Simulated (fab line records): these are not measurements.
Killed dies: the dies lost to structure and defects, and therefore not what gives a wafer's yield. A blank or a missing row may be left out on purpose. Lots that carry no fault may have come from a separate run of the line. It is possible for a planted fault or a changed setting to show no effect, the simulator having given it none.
Comparing a struck lot with a sound one :: flow gf180mcu :: 19 steps out of a route of 602
Sound: the wafers L190.1, L190.3, L190.5. Struck: wafer L194.4. (L194.5, L194.6 of the same lot were not struck and are left out.) The cause comes at the end.
For every step that has rows: the tool of each side, followed by ch and its chambers, followed by its first start. Under that, the readings that differ: sound wafers :: struck wafers :: difference of the means :: sigmas: that difference in standard deviations of wafers without a fault.
alike: readings with means less than 2 such deviations apart, plus words and numbers identical on both sides. not compared: withheld readings, readings lacking a value on some wafer, bounds such as >300 that could conceal the same value, and numbers that have no deviation in the record and whose values overlap.
The two part at a step that has a row with sigmas, a row that says differs or no value, or rows on one side only. When numbers do not overlap yet have no deviation, they are printed without sigmas and do not part them. A reading that every wafer of one side lacks parts them only if that side has two wafers or more.

GF_M4_SPUTTER_00: material Ti, target thk 37.5 nm, time 150 s.
  sound on pvdSputter-02 at day 26 06:26; struck on pvdSputter-03 at day 27 03:04
reading: throttleValvePct (%)
sound: 29.0 29.9 29.9
struck: 31.6
difference: +2.0
sigmas: +2
  alike: cathodeDcPowerW
GF_M4_SPUTTER_01: material TiN, target thk 30 nm, time 25 s.
  sound on pvdSputter-02 at day 26 06:32; struck on pvdSputter-03 at day 27 03:10
  alike: cathodeDcPowerW, throttleValvePct
GF_M4_SPUTTER_02: material AlCu, target thk 450 nm, time 23.9 s.
  sound on pvdSputter-02 at day 26 06:34; struck on pvdSputter-03 at day 27 03:11
reading: throttleValvePct (%)
sound: 29.3 29.4 29.7
struck: 31.3
difference: +1.8
sigmas: +2
  alike: cathodeDcPowerW
GF_M4_SPUTTER_03: material Ti, target thk 10 nm, time 6.7 s.
  sound on pvdSputter-02 at day 26 06:36; struck on pvdSputter-03 at day 27 03:13
reading: throttleValvePct (%)
sound: 29.1 29.8 29.7
struck: 31.2
difference: +1.7
sigmas: +2
  alike: cathodeDcPowerW
GF_M4_SPUTTER_04: material TiN, target thk 50 nm, time 41.7 s.
  sound on pvdSputter-02 at day 26 06:37; struck on pvdSputter-03 at day 27 03:14
reading: throttleValvePct (%)
sound: 29.2 29.7 29.9
struck: 31.4
difference: +1.8
sigmas: +2
  alike: cathodeDcPowerW
GF_M4_RS_MEAS_05: the measuring method here is four-point-probe.
  sound on filmMetro-01 at day 26 06:40; struck on filmMetro-02 at day 27 03:20
  alike: M4_ALCU_RS
GF_M4_THK_MEAS_06: measures by xrf.
  sound on filmMetro-01 at day 26 06:47; struck on filmMetro-02 at day 27 03:26
reading: M4_ALCU_THK (nm)
sound: 463 459 455
struck: 447
difference: -12
sigmas: -2
then, 5 steps without rows for these wafers: GF_M4_DEHYDRATE_07 (time 60 s); GF_M4_HMDS_08 (prime time 60 s); GF_M4_COAT_09 (resist thk 1000 nm); GF_M4_SOFTBAKE_10 (time 60 s); GF_M4_EXPOSE_11 (exposes mask Metal4, target cd 280 nm).
GF_M4_PEB_12: peb time 90 s.
  sound on lithoTrack-03 ch 0, day 27 03:05; struck on lithoTrack-01 ch 0, day 27 22:39
reading: heaterPowerTotalW (W)
sound: 85.69 85.74 85.71
struck: 94.22
difference: +8.51
sigmas: +99 or more
  alike: exhaustPa
then, 1 step without rows for these wafers: GF_M4_DEVELOP_13 (develop time 60 s).
GF_M4_CD_MEAS_14: the cd target is 280 nm.
  sound on cdSem-02 at day 27 03:26; struck on cdSem-01 at day 27 22:58
reading: cdNm (nm)
sound: 278.5 279.9 279.9
struck: 288.5
difference: +9.1
sigmas: +8
GF_M4_OVL_MEAS_15:
  sound on overlay-01 at day 27 03:33; struck on overlay-01 at day 27 23:02
  alike: M4_OVL
GF_M4_METAL_ETCH_16: etches the open film in Cl2/BCl3, stops on SiO2, target depth 750.8 nm, time 125.1 s.
  sound on rieMetal-02 ch 1, day 27 03:35; struck on rieMetal-02 ch 1, day 27 23:05
reading: model.M4.cdNm (nm)
sound: 281.4 283.8 285.2
struck: 291
difference: +8
sigmas: 
  alike: drypumpMotorCurrentA, mfcCl2Sccm, oesProductAu, throttleValvePct
  not compared: rfHoursCounterH
then, 1 step without rows for these wafers: GF_M4_STRIP_17 (strips in O2/N2).
GF_PASSIVATION_PROBE_99:
  the record has rows for the sound wafers here (prober-02, day 32 06:37) and none for the struck ones

== WHERE THEY PART ==
First at GF_M4_SPUTTER_00; last, within this record, at GF_PASSIVATION_PROBE_99.

WHY: what the simulator had put in
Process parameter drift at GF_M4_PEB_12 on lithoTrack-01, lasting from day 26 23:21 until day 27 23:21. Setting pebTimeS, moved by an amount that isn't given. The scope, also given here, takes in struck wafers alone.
